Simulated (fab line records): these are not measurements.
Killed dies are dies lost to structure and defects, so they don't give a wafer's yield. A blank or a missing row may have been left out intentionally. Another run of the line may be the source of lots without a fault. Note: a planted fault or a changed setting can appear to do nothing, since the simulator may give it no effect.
fab line records	flow sky130
record lots=7	wafers=21	lastDay=49
route steps=708 shown SONOS_TUNNEL@158 SONOS_ONO@168 PAD_OPEN@708
lots with no fault: from the same line, run without faults
startH: hours from the record's opening day to when the first of the lot's shown wafers began	waitH: how many hours have passed since the lot's step before this one	" unchanged from the row above	L1.1+2: a single row standing in for several wafers	- either no value or no given start	* or withheld: withheld	< > ~ a bound
route shown NAME@n: NAME is a module with steps in the file, n the number in the route of the first one	usual: mean/standard deviation taken from wafers without a fault	same: alike in all rows	chamber/n: place in a boat	sites: per-site readings	_std_site: standard deviation across them	_edge_site: inner sites' mean taken away from outer sites' mean	radiusMm: for every site, how far away it sits from the centre of the wafer	mask NAME#n: copy n	behind: the tool/chamber that last shaped the wafer	hold: cause of the lot's hold/its duration in hours/its outcome	device: which transistor (n, p or np) failed to switch	end of line: at the end of the route, the tests of the same wafers	a step given without rows: its recipe and nothing more	killed: at the first sort, the dies lost to defects and structure; wafer yield is something else	map: a wafer's dies, x killed, . not, _ none there
set.NAME: the setting the step ran with; set.NAME@STEP: the setting that earlier step ran with	model.NAME: the simulator's own value behind a step, which no gauge read
certain route steps with their lots: each step a table, each wafer a row
services: the hour from which a tool's chamber was out of use, counted from the record's first day as startH (under 0 if before that day), plus the number of hours and why
## steps
# step SKY_SONOS_TUNNEL_EXPOSE_04
# recipe maskId=TUNM	na=0.6	sourceShape=conventional	sigmaOuter=0.6	polarization=unpolarized	targetCdNm=410	doseMj=136
# step SKY_SONOS_TUNNEL_PEB_05
# recipe tempC=withheld	timeS=*	resist=NOVOLAK
# step SKY_SONOS_TUNNEL_DEVELOP_06
# recipe resist=NOVOLAK	developer=TMAH	developTimeS=60	devTempC=23
# step SKY_SONOS_TUNNEL_CD_MEAS_07
# recipe targetCdNm=410
# usual cdNm=410.2/2.3
lot.wafer	tool	chamber	startH	waitH	cdNm
L670.1	cdSem-01	-	268.87	0.1	410.5
L670.3	"	-	"	"	409.2
L670.4	"	-	"	"	410.0
L675.2	cdSem-02	-	297.89	0.1	409.6
L675.4	"	-	"	"	412.2
L675.5	"	-	"	"	411.9
L676.1	cdSem-02	-	305.15	0.1	407.5
L676.2	"	-	"	"	410.4
L676.5	"	-	"	"	405.8
L678.1	cdSem-01	-	331.97	0.1	410.1
L678.2	"	-	"	"	410.6
L678.5	"	-	"	"	410.8
L685.2	cdSem-02	-	390.69	0.1	410.2
L685.4	"	-	"	"	410.2
L685.6	"	-	"	"	410.9
L684.1	cdSem-01	-	392.21	0.1	409.8
L684.3	"	-	"	"	410.1
L684.5	"	-	"	"	411.4
L687.2	cdSem-02	-	402.44	0.1	410.6
L687.5	"	-	"	"	409.8
L687.6	"	-	"	"	411.2
# step SKY_SONOS_TUNNEL_OVL_MEAS_08
# usual SONOS_TUNNEL_OVL=0.5/1.1
lot.wafer	tool	chamber	startH	waitH	SONOS_TUNNEL_OVL[nm]
L670.1	overlay-01	-	268.99	0.1	0.0
L670.3	"	-	"	"	0.2
L670.4	"	-	"	"	0.4
L675.2	overlay-02	-	297.99	0.1	0.0
L675.4	"	-	"	"	1.0
L675.5	"	-	"	"	0.7
L676.1	overlay-02	-	305.27	0.1	-1.1
L676.2	"	-	"	"	-1.4
L676.5	"	-	"	"	0.8
L678.1	overlay-02	-	332.09	0.1	0.6
L678.2	"	-	"	"	0.3
L678.5	"	-	"	"	1.4
L685.2	overlay-02	-	390.79	0.1	-1.1
L685.4	"	-	"	"	-1.0
L685.6	"	-	"	"	-0.3
L684.1	overlay-01	-	392.33	0.1	-0.6
L684.3	"	-	"	"	1.8
L684.5	"	-	"	"	0.9
L687.2	overlay-02	-	402.54	0.1	0.3
L687.5	"	-	"	"	0.4
L687.6	"	-	"	"	2.3
# step SKY_SONOS_TUNNEL_IMPLANT_09
# recipe species=B	energyKev=20	doseCm2=1e+12	tiltDeg=withheld
# step SKY_SONOS_TUNNEL_WET_ETCH_10
# recipe chemistry=dHF	targetDepthNm=14	target=SiO2	dilution=100:1	tempC=25	timeS=280
# step SKY_SONOS_TUNNEL_STRIP_11
# recipe chemistry=SPM	timeS=600	tempC=130
# step SKY_SONOS_TUNNEL_TW_MEAS_12
# usual SONOS_TUNNEL_TW=199/3
lot.wafer	tool	chamber	startH	waitH	SONOS_TUNNEL_TW
L670.1	filmMetro-03	-	269.43	0.0	198
L670.3	"	-	"	"	198
L670.4	"	-	"	"	199
L675.2	filmMetro-04	-	298.44	0.0	201
L675.4	"	-	"	"	202
L675.5	"	-	"	"	201
L676.1	filmMetro-01	-	305.72	0.0	195
L676.2	"	-	"	"	194
L676.5	"	-	"	"	194
L678.1	filmMetro-01	-	332.53	0.0	194
L678.2	"	-	"	"	195
L678.5	"	-	"	"	194
L685.2	filmMetro-03	-	391.24	0.0	200
L685.4	"	-	"	"	200
L685.6	"	-	"	"	200
L684.1	filmMetro-01	-	392.78	0.0	194
L684.3	"	-	"	"	195
L684.5	"	-	"	"	194
L687.2	filmMetro-03	-	402.99	0.0	199
L687.5	"	-	"	"	201
L687.6	"	-	"	"	199
# step SKY_SONOS_TUNNEL_CLEAN_13
# recipe chemistry=dHF	timeS=20	dilution=100:1	dry=ipaMarangoni
# step SKY_SONOS_ONO_OXIDATION_00
# recipe tempC=800	ambient=O2	idleTempC=700	rampUpCPerMin=10	rampDownCPerMin=3	stabiliseS=600	purgeS=300	targetThkA=26	oxTimeS=1249
# step SKY_SONOS_ONO_THK_MEAS_01
# recipe reads=SiO2_of_SONOS_ONO_OXIDATION_00
# usual SONOS_ONO_OXIDATION_THK=2.57/0.056
lot.wafer	tool	chamber	startH	waitH	SONOS_ONO_OXIDATION_THK[nm]
L670.1	filmMetro-02	-	271.14	0.0	2.60
L670.3	"	-	"	"	2.58
L670.4	"	-	"	"	2.59
L675.2	filmMetro-03	-	300.48	0.0	2.45
L675.4	"	-	"	"	2.55
L675.5	"	-	"	"	2.58
L676.1	filmMetro-01	-	308.91	0.0	2.43
L676.2	"	-	"	"	2.51
L676.5	"	-	"	"	2.47
L678.1	filmMetro-02	-	335.76	0.0	2.70
L678.2	"	-	"	"	2.70
L678.5	"	-	"	"	2.66
L685.2	filmMetro-02	-	392.99	0.0	2.63
L685.4	"	-	"	"	2.60
L685.6	"	-	"	"	2.60
L684.1	filmMetro-01	-	394.33	0.0	2.53
L684.3	"	-	"	"	2.43
L684.5	"	-	"	"	2.49
L687.2	filmMetro-03	-	404.42	0.0	2.63
L687.5	"	-	"	"	2.55
L687.6	"	-	"	"	2.59
# step SKY_SONOS_ONO_CVD_02
# recipe material=Si3N4	precursor=DCS/NH3	targetThkNm=10.5	tempC=770	timeS=180	pressureMtorr=250
# usual spikeTcBottomC=790/3.5	spikeTcCentreC=769.8/0.96	spikeTcLowerC=769.6/1	spikeTcTopC=786.1/2.3	spikeTcUpperC=769.1/1
lot.wafer	tool	chamber	startH	waitH	spikeTcBottomC	spikeTcCentreC	spikeTcLowerC	spikeTcTopC	spikeTcUpperC	model.Si3N4_of_SONOS_ONO_CVD_02.thkNm
L670.1	lpcvd-02	1	271.99	0.8	793	770.8	769.8	786.1	770.0	10.44
L670.3	"	1	"	"	792	769.4	771.0	786.4	768.6	10.5
L670.4	"	1	"	"	792	769.9	770.4	787.6	768.2	10.61
L675.2	lpcvd-02	1	300.53	0.0	794	770.3	770.5	785.7	768.4	10.58
L675.4	"	1	"	"	792	770.4	769.5	786.7	768.4	10.6
L675.5	"	1	"	"	792	767.3	768.6	787.2	767.1	10.48
L676.1	lpcvd-02	1	308.97	0.1	790	769.8	770.8	787.8	769.3	10.6
L676.2	"	1	"	"	793	769.1	770.7	786.4	768.1	10.68
L676.5	"	1	"	"	792	770.3	768.6	786.9	770.3	10.7
L678.1	lpcvd-02	1	335.82	0.1	792	769.7	771.1	787.4	770.0	10.48
L678.2	"	1	"	"	793	768.6	770.7	787.4	768.5	10.43
L678.5	"	1	"	"	791	771.8	770.3	786.9	769.7	10.6
L685.2	lpcvd-02	1	393.48	0.5	782	761.2	759.4	779.7	760.9	8.892
L685.4	"	1	"	"	784	760.3	762.3	780.1	760.0	8.932
L685.6	"	1	"	"	784	762.1	760.9	780.2	760.5	8.906
L684.1	lpcvd-02	1	394.53	0.2	783	761.4	758.5	779.5	759.5	8.703
L684.3	"	1	"	"	783	762.5	761.9	778.5	759.4	8.772
L684.5	"	1	"	"	783	760.9	761.3	778.5	761.4	8.695
L687.2	lpcvd-02	0	404.47	0.0	775	759.1	760.9	773.6	759.9	8.838
L687.5	"	0	"	"	777	761.4	759.6	775.1	759.4	8.926
L687.6	"	0	"	"	776	759.4	761.6	774.7	758.2	8.738
# step SKY_SONOS_ONO_THK_MEAS_03
# recipe reads=Si3N4_of_SONOS_ONO_CVD_02
# usual SONOS_ONO_CVD_02_THK=10.52/0.13
lot.wafer	tool	chamber	startH	waitH	SONOS_ONO_CVD_02_THK[nm]
L670.1	filmMetro-01	-	273.56	0.0	10.50
L670.3	"	-	"	"	10.49
L670.4	"	-	"	"	10.65
L675.2	filmMetro-02	-	301.59	0.0	10.57
L675.4	"	-	"	"	10.59
L675.5	"	-	"	"	10.47
L676.1	filmMetro-01	-	310.02	0.0	10.64
L676.2	"	-	"	"	10.69
L676.5	"	-	"	"	10.64
L678.1	filmMetro-03	-	336.87	0.0	10.49
L678.2	"	-	"	"	10.37
L678.5	"	-	"	"	10.63
L685.2	filmMetro-02	-	394.54	0.0	8.86
L685.4	"	-	"	"	8.92
L685.6	"	-	"	"	8.89
L684.1	filmMetro-02	-	395.58	0.0	8.71
L684.3	"	-	"	"	8.77
L684.5	"	-	"	"	8.67
L687.2	filmMetro-01	-	405.53	0.0	8.80
L687.5	"	-	"	"	8.89
L687.6	"	-	"	"	8.74
# step SKY_SONOS_ONO_CVD_04
# recipe material=SiO2	precursor=SiH4/N2O	targetThkNm=5.7199	tempC=900	pressureMtorr=400
# step SKY_PAD_OPEN_PROBE_99
# usual killed_at_M0_to_M3=45/7.5	killed_at_M4_up=2.8/1.9	killedAtContacts=25/5.5	killedAtFrontEnd=14/4	killedAtOther=0.3/0.75	killedDies=87/9.4	killedOnRim=17/3.8	killedOpen=47/6.6	killedShort=39/6.6
# same grossDies=492	killedAtBackSide=0
lot.wafer	tool	chamber	startH	waitH	killed_at_M0_to_M3	killed_at_M4_up	killedAtContacts	killedAtFrontEnd	killedAtOther	killedDies	killedOnRim	killedOpen	killedShort	model.etest.sonosErased.driveUaUm	model.etest.sonosUncharged.rOnOhmUm	model.etest.capOno.gateLog10ACm2	model.etest.capOno.gateBvV	model.etest.capOno.toxAccNm	model.etest.sonosProgrammed.vtV	model.etest.sonosErased.vtV	model.etest.sonosBaked.vtLessV
L670.1	prober-01	-	1094.06	0.1	37	2	20	17	1	77	15	40	37	193.2	824	-7.721	16.16	12.79	1.5	-2.298	-0.4925
L670.3	prober-01	-	1094.16	0.2	55	1	23	15	1	95	19	54	41	178.1	822	-8.021	16.47	12.91	1.481	-2.248	-0.5615
L670.4	prober-01	-	1094.21	0.2	49	4	18	12	0	83	19	55	28	180.8	815.3	-7.978	16.42	12.96	1.399	-2.234	-0.4649
L675.2	prober-02	-	1115.11	0.1	36	1	35	23	1	96	14	58	38	187.1	812	-7.874	16.36	12.84	1.44	-2.302	-0.4929
L675.4	prober-02	-	1115.21	0.2	51	6	31	12	0	100	18	53	47	169.9	804.8	-7.858	16.23	12.8	1.494	-2.282	-0.5474
L675.5	prober-02	-	1115.26	0.2	32	2	31	20	1	86	15	42	44	169.6	838.6	-7.923	16.15	12.85	1.44	-2.273	-0.4528
L676.1	prober-01	-	1122.16	0.1	38	2	29	18	0	87	24	43	43	207	818.5	-7.766	16.3	12.71	1.405	-2.38	-0.4838
L676.2	prober-01	-	1122.21	0.1	33	2	10	16	0	61	11	36	25	166.7	802	-7.856	16.16	12.81	1.453	-2.293	-0.5156
L676.5	prober-01	-	1122.36	0.2	49	1	28	13	0	91	22	46	45	207.4	815.4	-7.807	15.99	12.79	1.491	-2.36	-0.5254
L678.1	prober-02	-	1139.63	0.1	41	4	18	13	0	76	14	45	31	195.6	815	-7.908	16.21	12.86	1.477	-2.274	-0.5238
L678.2	prober-02	-	1139.68	0.1	38	5	21	19	0	83	18	48	35	195.2	813.9	-7.813	16.38	12.76	1.568	-2.287	-0.5272
L678.5	prober-02	-	1139.83	0.2	34	2	24	22	0	82	14	46	36	206	816.3	-7.907	16.68	12.93	1.459	-2.238	-0.4666
L685.2	prober-01	-	1181.01	0.1	30	2	27	14	0	73	13	45	28	223.9	758.9	-6.873	15.22	12.09	1.801	-2.51	-0.6809
L685.4	prober-01	-	1181.11	0.2	53	3	18	12	0	86	12	37	49	210.9	786.5	-6.949	15.67	12.12	1.771	-2.474	-0.6265
L685.6	prober-01	-	1181.21	0.2	46	4	18	23	0	91	21	37	54	244.2	777.9	-6.873	16	12.07	1.813	-2.525	-0.7095
L684.1	prober-02	-	1181.93	0.1	39	4	28	12	0	83	11	48	35	212.2	760	-6.67	15.21	11.87	1.81	-2.536	-0.7134
L684.3	prober-02	-	1182.03	0.2	43	3	28	12	0	86	20	54	32	218.1	757.7	-6.68	15.92	11.82	1.813	-2.566	-0.7076
L684.5	prober-02	-	1182.13	0.2	50	0	19	15	0	84	11	50	34	224	776.6	-6.778	15.31	11.91	1.835	-2.555	-0.7726
L687.2	prober-01	-	1184.93	0.1	33	2	27	22	1	85	20	55	30	228.8	784	-7.029	15.3	12.11	1.775	-2.505	-0.6896
L687.5	prober-01	-	1185.08	0.2	41	2	21	16	0	80	16	49	31	205.8	789.8	-6.927	15.41	12.03	1.802	-2.497	-0.7232
L687.6	prober-01	-	1185.13	0.2	46	3	20	15	0	84	17	38	46	220	753.3	-6.871	15.42	12.08	1.799	-2.51	-0.7491
# killed by level:class
L670.1 VIA2:geometricParticle:open=7 CONTACT:geometricParticle:short=7 LI_CONTACT:geometricParticle:open=6 CONTACT:geometricParticle:open=5 VIA1:geometricParticle:open=4 VIA2:geometricParticle:short=4 VIA3:geometricParticle:open=4 FIELD_ISO:geometricParticle:open=3
L670.3 VIA1:geometricParticle:open=13 LI_CONTACT:geometricParticle:open=8 VIA3:geometricParticle:open=7 POLY_GATE:geometricParticle:open=5 CONTACT:geometricParticle:open=5 CONTACT:geometricParticle:short=5 METAL1:geometricParticle:short=5 VIA1:geometricParticle:short=5
L670.4 VIA1:geometricParticle:open=16 CONTACT:geometricParticle:open=8 METAL2:geometricParticle:short=7 VIA3:geometricParticle:open=7 VIA2:geometricParticle:open=6 LI_CONTACT:geometricParticle:open=5 METAL1:geometricParticle:short=5 POLY_GATE:geometricParticle:open=4
L675.2 CONTACT:geometricParticle:open=13 POLY_GATE:geometricParticle:open=10 VIA1:geometricParticle:open=8 FIELD_ISO:geometricParticle:open=6 LI_CONTACT:geometricParticle:open=6 VIA1:geometricParticle:short=6 LI_CONTACT:geometricParticle:short=5 CONTACT:geometricParticle:short=5
L675.4 CONTACT:geometricParticle:open=12 VIA1:geometricParticle:open=12 VIA1:geometricParticle:short=10 CONTACT:geometricParticle:short=9 VIA3:geometricParticle:open=8 METAL1:geometricParticle:short=6 FIELD_ISO:geometricParticle:short=5 POLY_GATE:geometricParticle:open=4
L675.5 CONTACT:geometricParticle:short=8 CONTACT:geometricParticle:open=7 METAL1:geometricParticle:short=6 LI_CONTACT:geometricParticle:open=6 VIA1:geometricParticle:open=6 LOCAL_INTERCONNECT:geometricParticle:short=6 FIELD_ISO:geometricParticle:open=5 POLY_GATE:geometricParticle:open=5
L676.1 CONTACT:geometricParticle:open=10 METAL1:geometricParticle:short=8 LI_CONTACT:geometricParticle:open=7 CONTACT:geometricParticle:short=6 VIA1:geometricParticle:open=6 FIELD_ISO:geometricParticle:short=4 FIELD_ISO:geometricParticle:open=4 POLY_GATE:geometricParticle:open=4
L676.2 VIA1:geometricParticle:open=9 FIELD_ISO:geometricParticle:short=6 FIELD_ISO:geometricParticle:open=5 LI_CONTACT:geometricParticle:open=5 VIA2:geometricParticle:short=5 VIA2:geometricParticle:open=5 CONTACT:geometricParticle:open=3 METAL3:geometricParticle:short=3
L676.5 VIA1:geometricParticle:open=11 CONTACT:geometricParticle:open=10 METAL2:geometricParticle:short=7 VIA2:geometricParticle:open=7 METAL1:geometricParticle:short=7 CONTACT:geometricParticle:short=6 VIA3:geometricParticle:open=5 LI_CONTACT:geometricParticle:short=4
L678.1 VIA1:geometricParticle:open=11 CONTACT:geometricParticle:open=7 LI_CONTACT:geometricParticle:open=6 VIA1:geometricParticle:short=6 VIA3:geometricParticle:open=6 FIELD_ISO:geometricParticle:open=4 VIA2:geometricParticle:short=4 FIELD_ISO:geometricParticle:short=3
L678.2 VIA3:geometricParticle:open=12 VIA1:geometricParticle:open=8 CONTACT:geometricParticle:open=7 LI_CONTACT:geometricParticle:open=6 FIELD_ISO:geometricParticle:short=5 CONTACT:geometricParticle:short=5 FIELD_ISO:geometricParticle:open=4 METAL1:geometricParticle:short=4
L678.5 CONTACT:geometricParticle:open=12 VIA1:geometricParticle:open=8 FIELD_ISO:geometricParticle:open=7 POLY_GATE:geometricParticle:short=6 VIA2:geometricParticle:open=6 METAL1:geometricParticle:short=5 POLY_GATE:geometricParticle:open=4 LOCAL_INTERCONNECT:geometricParticle:short=4
L685.2 CONTACT:geometricParticle:open=14 VIA1:geometricParticle:open=7 LI_CONTACT:geometricParticle:open=7 VIA2:geometricParticle:open=6 METAL1:geometricParticle:short=5 CONTACT:geometricParticle:short=4 FIELD_ISO:geometricParticle:short=3 POLY_GATE:geometricParticle:short=3
L685.4 METAL1:geometricParticle:short=11 VIA1:geometricParticle:open=10 VIA1:geometricParticle:short=8 LOCAL_INTERCONNECT:geometricParticle:short=5 METAL2:geometricParticle:short=5 LI_CONTACT:geometricParticle:open=4 CONTACT:geometricParticle:short=4 VIA2:geometricParticle:open=4
L685.6 VIA1:geometricParticle:open=7 METAL1:geometricParticle:short=7 VIA3:geometricParticle:open=7 VIA3:geometricParticle:short=7 POLY_GATE:geometricParticle:short=6 FIELD_ISO:geometricParticle:short=5 LI_CONTACT:geometricParticle:open=5 CONTACT:geometricParticle:short=5
L684.1 CONTACT:geometricParticle:open=15 VIA1:geometricParticle:open=13 FIELD_ISO:geometricParticle:open=5 VIA3:geometricParticle:open=5 LOCAL_INTERCONNECT:geometricParticle:short=5 METAL1:geometricParticle:short=5 LI_CONTACT:geometricParticle:open=4 METAL4:geometricParticle:short=4
L684.3 LI_CONTACT:geometricParticle:open=9 CONTACT:geometricParticle:open=9 VIA3:geometricParticle:open=9 VIA1:geometricParticle:open=8 VIA2:geometricParticle:open=8 LOCAL_INTERCONNECT:geometricParticle:short=6 FIELD_ISO:geometricParticle:open=5 VIA1:geometricParticle:short=5
L684.5 VIA1:geometricParticle:open=12 CONTACT:geometricParticle:open=9 LI_CONTACT:geometricParticle:open=7 VIA1:geometricParticle:short=7 METAL1:geometricParticle:short=6 VIA2:geometricParticle:open=6 VIA3:geometricParticle:open=6 FIELD_ISO:geometricParticle:open=5
L687.2 CONTACT:geometricParticle:open=17 FIELD_ISO:geometricParticle:open=9 VIA3:geometricParticle:open=8 VIA1:geometricParticle:open=8 LOCAL_INTERCONNECT:geometricParticle:short=4 METAL1:geometricParticle:short=4 VIA1:geometricParticle:short=4 POLY_GATE:geometricParticle:open=3
L687.5 CONTACT:geometricParticle:open=8 VIA1:geometricParticle:open=7 VIA2:geometricParticle:open=7 VIA3:geometricParticle:open=7 LI_CONTACT:geometricParticle:open=6 VIA1:geometricParticle:short=6 METAL2:geometricParticle:short=6 POLY_GATE:geometricParticle:open=4
L687.6 VIA1:geometricParticle:open=9 VIA3:geometricParticle:short=8 CONTACT:geometricParticle:open=7 METAL1:geometricParticle:short=7 VIA1:geometricParticle:short=6 VIA3:geometricParticle:open=5 FIELD_ISO:geometricParticle:open=4 POLY_GATE:geometricParticle:short=4
## services
tool	chamber	startH	hours	kind
lpcvd-02	-	248.48	2.8	pm
lpcvd-02	-	362.89	14.6	pm
## key
firstSign step=SKY_SONOS_ONO_CVD_02	reading=spikeTcCentreC	direction=down	sigmas=9.3	usual=769.8	struck=760.9
effect step=SKY_SONOS_ONO_CVD_02	reading=spikeTcUpperC	direction=down	sigmas=8.9	usual=769.1	struck=759.9
effect step=SKY_SONOS_ONO_THK_MEAS_03	reading=SONOS_ONO_CVD_02_THK	direction=down	sigmas=13	usual=10.52	struck=8.81
modelEffect step=SKY_SONOS_ONO_CVD_02	value=Si3N4_of_SONOS_ONO_CVD_02.thkNm	without=10.5	struck=8.823
modelEffect step=SKY_PAD_OPEN_PROBE_99	value=etest.sonosErased.driveUaUm	without=185.7	struck=220.9
metAt SKY_SONOS_ONO_CVD_02
struckWafers L684.1,L684.3,L684.5,L685.2,L685.4,L685.6,L687.2,L687.5,L687.6
testerLeftOut L684,L685,L687
onsetBetween 335.82 393.48
fault kind=processParameterDrift	tool=lpcvd-02	chamber=-	onsetH=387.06	steps=SKY_SONOS_ONO_CVD_02	channel=tempC	offset=*	shape=step	endH=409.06	actsIn=*	stated=*
# testerLeftOut: of these lots the tester's yield and bins aren't shown, on N5 and GAA mostly nor the transistor test; their killed dies are dies lost to structure and defects alone, not to doping, threshold or leakage, so they don't give the yield
